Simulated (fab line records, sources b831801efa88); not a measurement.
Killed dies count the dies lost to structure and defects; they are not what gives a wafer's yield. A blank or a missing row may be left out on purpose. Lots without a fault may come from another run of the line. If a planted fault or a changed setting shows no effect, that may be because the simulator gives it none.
Matching of chambers / flow sky130 / rie-diel-02 running SKY_VIA4_ETCH_12: 4 sister chambers
The step etches SiO2 in C4F8/O2/Ar, stops on TiN, target depth 580 nm. 4 wafers are shown with their chamber, then 7 later ones without.

## WAFERS, EACH WITH ITS CHAMBER
wafer=L737.4; chamber=2; oes-product-au (a.u.)=0.930
wafer=L737.6; chamber=0; oes-product-au (a.u.)=0.921
wafer=L741.1; chamber=1; oes-product-au (a.u.)=0.929
wafer=L741.2; chamber=3; oes-product-au (a.u.)=0.919

## WAFERS WITHOUT THEIR CHAMBER
wafer=L741.5; oes-product-au (a.u.)=0.922
wafer=L743.3; oes-product-au (a.u.)=0.934
wafer=L743.5; oes-product-au (a.u.)=0.916
wafer=L743.6; oes-product-au (a.u.)=0.919
wafer=L744.1; oes-product-au (a.u.)=0.930
wafer=L744.2; oes-product-au (a.u.)=0.931
wafer=L744.6; oes-product-au (a.u.)=0.929

## CHAMBER TAKEN BY EACH
wafer=L741.5; from the rows above=can't be placed: 0 or 3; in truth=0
wafer=L743.3; from the rows above=can't be placed: 2 or 1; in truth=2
wafer=L743.5; from the rows above=can't be placed: 3 or 0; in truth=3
wafer=L743.6; from the rows above=can't be placed: 3 or 0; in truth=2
wafer=L744.1; from the rows above=can't be placed: 2 or 1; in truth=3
wafer=L744.2; from the rows above=can't be placed: 2 or 1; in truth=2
wafer=L744.6; from the rows above=can't be placed: 1 or 2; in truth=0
Correctly placed: 0 of 7. Unplaceable from these rows: 7, with the true chamber sitting among the candidates in 4. Wrongly placed: 0.
How it was worked out, from the rows above alone: a wafer's distance from a chamber is the root of the sum, over the readings, of the square of ((its reading less the chamber's mean) divided by the reading's scatter). The wafer belongs to the nearest chamber; if the next one is less than 2 further off, it can't be placed. The mean given for a chamber averages the wafers shown for that chamber. The scatter: with one shown wafer a chamber, the root of the mean of the squares of how far each hidden wafer lies from its nearest shown one.
